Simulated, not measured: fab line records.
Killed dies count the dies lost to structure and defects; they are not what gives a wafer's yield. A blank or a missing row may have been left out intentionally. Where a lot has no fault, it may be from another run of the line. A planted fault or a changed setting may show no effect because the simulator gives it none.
Matching of chambers :: flow gf180mcu :: cmp-02 running GF_V5_CMP_04: 4 sister chambers
The step polishes SiO2. 8 wafers are shown with their chamber, then 9 later ones without.

== WAFERS WITH THEIR CHAMBER ==
wafer: L367.1
chamber: 0
motor_current_A (A): 13.6
slurry_filter_dp_kPa (kPa): 13.63

wafer: L367.5
chamber: 2
motor_current_A (A): 9.9
slurry_filter_dp_kPa (kPa): 13.36

wafer: L368.2
chamber: 3
motor_current_A (A): 10.3
slurry_filter_dp_kPa (kPa): 13.38

wafer: L368.3
chamber: 2
motor_current_A (A): 9.8
slurry_filter_dp_kPa (kPa): 13.34

wafer: L368.4
chamber: 0
motor_current_A (A): 12.6
slurry_filter_dp_kPa (kPa): 13.47

wafer: L370.1
chamber: 3
motor_current_A (A): 11.3
slurry_filter_dp_kPa (kPa): 13.61

wafer: L370.4
chamber: 1
motor_current_A (A): 13.1
slurry_filter_dp_kPa (kPa): 13.49

wafer: L370.6
chamber: 1
motor_current_A (A): 13.4
slurry_filter_dp_kPa (kPa): 13.57

== WAFERS WITHOUT THEIR CHAMBER ==
wafer: L374.2
motor_current_A (A): 13.2
slurry_filter_dp_kPa (kPa): 13.42

wafer: L374.4
motor_current_A (A): 11.3
slurry_filter_dp_kPa (kPa): 13.58

wafer: L374.6
motor_current_A (A): 12.4
slurry_filter_dp_kPa (kPa): 13.53

wafer: L378.2
motor_current_A (A): 13.6
slurry_filter_dp_kPa (kPa): 13.57

wafer: L378.3
motor_current_A (A): 13.2
slurry_filter_dp_kPa (kPa): 13.40

wafer: L378.6
motor_current_A (A): 11.1
slurry_filter_dp_kPa (kPa): 13.37

wafer: L382.2
motor_current_A (A): 13.3
slurry_filter_dp_kPa (kPa): 13.49

wafer: L382.4
motor_current_A (A): 10.9
slurry_filter_dp_kPa (kPa): 13.39

wafer: L382.6
motor_current_A (A): 13.2
slurry_filter_dp_kPa (kPa): 13.52

== WHICH CHAMBER EACH ONE RAN IN ==
wafer: L374.2
from the rows above: can't be placed: 1 or 0
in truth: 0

wafer: L374.4
from the rows above: 3
in truth: 3

wafer: L374.6
from the rows above: can't be placed: 0 or 1 or 3
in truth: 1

wafer: L378.2
from the rows above: can't be placed: 1 or 0
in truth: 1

wafer: L378.3
from the rows above: can't be placed: 1 or 0
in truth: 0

wafer: L378.6
from the rows above: can't be placed: 3 or 2
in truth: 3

wafer: L382.2
from the rows above: can't be placed: 1 or 0
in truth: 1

wafer: L382.4
from the rows above: can't be placed: 3 or 2
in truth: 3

wafer: L382.6
from the rows above: can't be placed: 1 or 0
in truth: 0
Placed correctly: 1 of 9. Unplaceable from these rows: 8, with the true chamber sitting among the candidates in 8. 0 placed wrongly.
How it was worked out, from the rows above alone: a wafer's distance from a chamber is the root of the sum, over the readings, of the square of ((its reading less the chamber's mean) divided by the reading's scatter). If the next closest chamber is less than 2 further off than the closest, the wafer can't be placed; otherwise it belongs to the closest. A chamber's mean is the mean of its shown wafers. The scatter: the root of (the sum of the squares of (reading less its chamber's mean) over the shown wafers, divided by (wafers less chambers)).
